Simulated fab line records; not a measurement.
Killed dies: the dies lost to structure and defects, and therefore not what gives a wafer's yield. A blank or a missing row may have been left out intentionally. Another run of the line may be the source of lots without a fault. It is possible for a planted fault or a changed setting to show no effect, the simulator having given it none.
Chamber matching -- flow gf180mcu -- pecvd-01 running GF_V2_CVD_02: 3 sister chambers
The step deposits SiO2 from TEOS, target thk 850 nm, time 94.851 s. 3 wafers are shown with their chamber, then 12 later ones without.

## WAFERS WITH THEIR CHAMBER
wafer,chamber,heater power w (W)
L088.1,2,621
L088.3,0,453
L088.4,1,504

## WAFERS WITHOUT THEIR CHAMBER
wafer,heater power w (W)
L090.2,630
L090.3,530
L090.4,546
L091.2,574
L091.4,545
L091.5,645
L093.1,648
L093.2,620
L093.5,507
L097.2,605
L097.4,649
L097.5,438

## CHAMBER TAKEN BY EACH
wafer,from the rows above,in truth
L090.2,2,2
L090.3,can't be placed: 1 or 0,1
L090.4,can't be placed: 1 or 2 or 0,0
L091.2,can't be placed: 2 or 1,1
L091.4,can't be placed: 1 or 2 or 0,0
L091.5,2,2
L093.1,2,2
L093.2,2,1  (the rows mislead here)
L093.5,can't be placed: 1 or 0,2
L097.2,2,2
L097.4,2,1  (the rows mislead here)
L097.5,can't be placed: 0 or 1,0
Correctly placed: 4 of 12. Can't be placed from these rows: 6 (the true chamber is among the candidates in 5). Wrongly placed: 2.
How it was worked out, from the rows above alone: a wafer's distance from a chamber is the root of the sum, over the readings, of the square of ((its reading less the chamber's mean) divided by the reading's scatter). If the next closest chamber is less than 2 further off than the closest, the wafer can't be placed; otherwise it belongs to the closest. Each chamber's mean is taken over the wafers shown for it. The scatter: root of mean squared gap, hidden wafer to nearest shown wafer, with one shown wafer a chamber.
